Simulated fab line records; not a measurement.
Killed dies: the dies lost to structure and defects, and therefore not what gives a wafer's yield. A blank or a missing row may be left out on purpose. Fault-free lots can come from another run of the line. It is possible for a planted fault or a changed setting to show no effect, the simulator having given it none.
2 desks looking at one fault	flow sky130	numbers are kept per desk, each desk with only its own; the story behind them comes last

== THE METROLOGY DESK ==
What the gauges read for every lot (on any tool): the sampled wafers with a number, averaged. If a lot's mean is further than 4 standard deviations from the usual mean, the lot is out of limits and carries the mark OUT (the distance appears in the brackets).
Columns: A = VIA4_OVL at SKY_VIA4_OVL_MEAS_11, usual 0.3 nm; B = VIA4_W_RS at SKY_VIA4_RS_MEAS_19, usual 0.226 ohm/sq; C = VIA4_W_THK at SKY_VIA4_THK_MEAS_20, usual 507 nm; D = METAL5_ALCU_RS at SKY_METAL5_RS_MEAS_05, usual 0.0271 ohm/sq; E = METAL5_ALCU_THK at SKY_METAL5_THK_MEAS_06, usual 1151 nm
lot	first seen here	A	B	C	D	E
L632	day 44 18:53	-0.9	0.219	523	0.0267	1166
L634	day 45 11:47	-0.5	0.226	507	0.0272	1145
L639	day 46 09:29	1.3	0.228	496	0.0269	1152
L643	day 47 11:34	1.8	0.226	503	0.0275	1131
L646	day 48 04:11	0.3	0.226	502	0.0271	1161
L648	day 48 12:29	-0.6	0.225	510	0.0273	1150
This desk found nothing out of limits on any of the 6 lots.

== TOOL OWNER'S DESK, cmp-02 ==
The tool's own readings at SKY_VIA4_CMP_21 (polishes, stops on SiO2, t overpolish 25 s, target thk 0 nm): means of the sampled wafers that have a number, for each lot that ran on this tool. If a lot's mean is further than 4 standard deviations from the usual mean, the lot is out of limits and carries the mark OUT (the distance appears in the brackets).
Columns: A = motorCurrentA at SKY_VIA4_CMP_21, usual 11.2 A; B = overpolishRunS at SKY_VIA4_CMP_21, usual 25.000 s; C = timeToEndpointS at SKY_VIA4_CMP_21, usual 123 s
lot	first seen here	A	B	C
L632	day 44 20:52	11.7	25.002	107
L634	day 45 12:59	12.2	24.999	100 (-5.8) OUT
L646	day 48 07:02	11.9	24.997	126
L648	day 48 14:51	12.3	25.003	128
This desk finds L634 out of limits, L634 being first, at day 45 12:59 (timeToEndpointS at SKY_VIA4_CMP_21). In limits: L632, L646, L648.

== PUT TOGETHER ==
The tool owner's desk had the chance to raise an alarm at day 45 12:59 on L634.
From the metrology desk's view, nothing was out of limits.
The metrology desk holds a record of L634, inside its limits.
All the named lots went through SKY_VIA4_CMP_21 on cmp-02.

== WHAT THE SIMULATOR HAD PUT IN ==
cmp-02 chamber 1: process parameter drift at SKY_VIA4_CMP_21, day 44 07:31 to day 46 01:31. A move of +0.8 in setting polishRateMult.
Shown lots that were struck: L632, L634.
Time in hours from fault onset to the first out-of-limits reading at each desk: the tool owner's desk, 29.
